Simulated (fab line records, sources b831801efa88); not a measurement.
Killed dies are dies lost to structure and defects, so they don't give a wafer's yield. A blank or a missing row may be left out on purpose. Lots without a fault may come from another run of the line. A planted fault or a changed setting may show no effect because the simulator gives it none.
Which tool did it? | flow sky130 | 12 lots, 36 wafers sampled, at 3 steps of a route of 708

WHAT THE GAUGES READ, wafer by wafer
SKY_VT_ADJUST_HVTR_TW_MEAS_11.
lot  | measured     | on            | VT_ADJUST_HVTR_TW
L712 | day 9 19:51  | film_metro-02 | 210.5 209.8 209.9
L713 | day 10 01:07 | film_metro-01 | 212.7 213.9 212.5
L715 | day 10 15:59 | film_metro-02 | 211.2 209.9 210.5
L717 | day 11 09:19 | film_metro-01 | 214.5 213.2 214.5
L719 | day 11 19:51 | film_metro-02 | 211.1 210.3 210.8
L721 | day 12 14:28 | film_metro-01 | 214.1 213.7 214.3
L722 | day 12 21:19 | film_metro-02 | 210.9 210.0 210.3
L725 | day 13 19:25 | film_metro-01 | 212.1 213.5 213.2
L727 | day 14 09:45 | film_metro-02 | 209.7 209.7 210.3
L729 | day 14 23:19 | film_metro-04 | 211.7 211.9 212.0
L732 | day 15 19:49 | film_metro-02 | 208.3 208.5 209.0
L734 | day 16 13:44 | film_metro-04 | 212.8 213.0 212.0

SKY_SONOS_ONO_OVL_MEAS_14.
lot  | measured     | on         | SONOS_ONO_OVL (nm)
L712 | day 12 22:20 | overlay-01 | 0.1 0.7 0.9
L713 | day 13 06:46 | overlay-01 | -1.2 -1.4 -1.3
L715 | day 14 01:02 | overlay-01 | -0.1 1.6 1.1
L717 | day 14 18:44 | overlay-01 | 1.6 1.0 -0.3
L719 | day 15 05:28 | overlay-02 | -2.2 -1.5 -1.5
L721 | day 16 05:16 | overlay-02 | -2.0 -2.3 0.4
L722 | day 16 08:28 | overlay-01 | -1.5 1.2 0.5
L725 | day 17 12:14 | overlay-01 | -0.3 -2.8 -0.7
L727 | day 18 03:04 | overlay-01 | -1.6 0.2 -1.0
L729 | day 18 23:14 | overlay-01 | 2.0 -0.5 1.0
L732 | day 19 15:22 | overlay-02 | 1.0 -0.8 -0.2
L734 | day 20 13:53 | overlay-02 | -0.1 -0.2 1.5

WHICH TOOL RAN EACH LOT (tool, then ch and the chambers of the sampled wafers, then the start)
lot  | SKY_VT_ADJUST_PCH_STRIP_09
L712 | plasma_asher-03 ch 0,1, day 10 18:25
L713 | plasma_asher-03 ch 0,1, day 11 00:14
L715 | plasma_asher-01 ch 0,1, day 11 15:29
L717 | plasma_asher-02 ch 0,1, day 12 09:44
L719 | plasma_asher-02 ch 0,1, day 12 20:26
L721 | plasma_asher-02 ch 0,1, day 13 15:23
L722 | plasma_asher-02 ch 0, day 13 21:20
L725 | plasma_asher-02 ch 0,1, day 14 22:03
L727 | plasma_asher-01 ch 0,1, day 15 12:11
L729 | plasma_asher-03 ch 0,1, day 16 03:44
L732 | plasma_asher-02 ch 0,1, day 17 00:05
L734 | plasma_asher-01 ch 1, day 17 18:36
- SKY_VT_ADJUST_PCH_STRIP_09: strips in O2/N2.

WHAT THE TOOLS THEMSELVES READ (means of the sampled wafers that have a number; where no wafer has one, the mark that the record gives instead)
SKY_VT_ADJUST_PCH_STRIP_09.
lot  | tool            | drypump_motor_current_A (A) | oes_product_au (a.u.) | strip_time_to_endpoint_s (s)
L712 | plasma_asher-03 | 6.11                        | 0.724                 | 36.81
L713 | plasma_asher-03 | 6.10                        | 0.722                 | 36.89
L715 | plasma_asher-01 | 5.98                        | 0.722                 | 36.86
L717 | plasma_asher-02 | 6.25                        | 0.722                 | 37.00
L719 | plasma_asher-02 | 6.00                        | 0.721                 | 36.78
L721 | plasma_asher-02 | 6.26                        | 0.722                 | 36.90
L722 | plasma_asher-02 | 5.76                        | 0.722                 | 36.97
L725 | plasma_asher-02 | 6.26                        | 0.721                 | 36.98
L727 | plasma_asher-01 | 6.19                        | 0.723                 | 36.95
L729 | plasma_asher-03 | 6.09                        | 0.724                 | 36.94
L732 | plasma_asher-02 | 6.26                        | 0.724                 | 36.95
L734 | plasma_asher-01 | 6.39                        | 0.723                 | 36.94

THE ANSWER, worked out from the rows above alone
Rule: what is usual is taken from the lots themselves. Put in order of their means at a reading, lots are off if they are a third of the lots or fewer, leave a main group of 4 or more, and stand apart from it by a gap of 3 or more times the standard deviation of the main group's means; of several such gaps the widest counts. A main group whose means are all the same, to the digits that the tables above print for the reading, isn't used. A lot without any number at a reading at which 4 lots or more have one is off too. The other lots that the step has rows for count as sound. The gauges are gone through in route order, then the tools' own readings, and for those a lot's mean is taken as printed above. The first step at which some lot is off is used, and at that step the reading that is off furthest; a lot without a number counts as furthest.
No lot is off at any reading shown: from this, nothing can be told.

WHAT THE SIMULATOR HAD PUT IN
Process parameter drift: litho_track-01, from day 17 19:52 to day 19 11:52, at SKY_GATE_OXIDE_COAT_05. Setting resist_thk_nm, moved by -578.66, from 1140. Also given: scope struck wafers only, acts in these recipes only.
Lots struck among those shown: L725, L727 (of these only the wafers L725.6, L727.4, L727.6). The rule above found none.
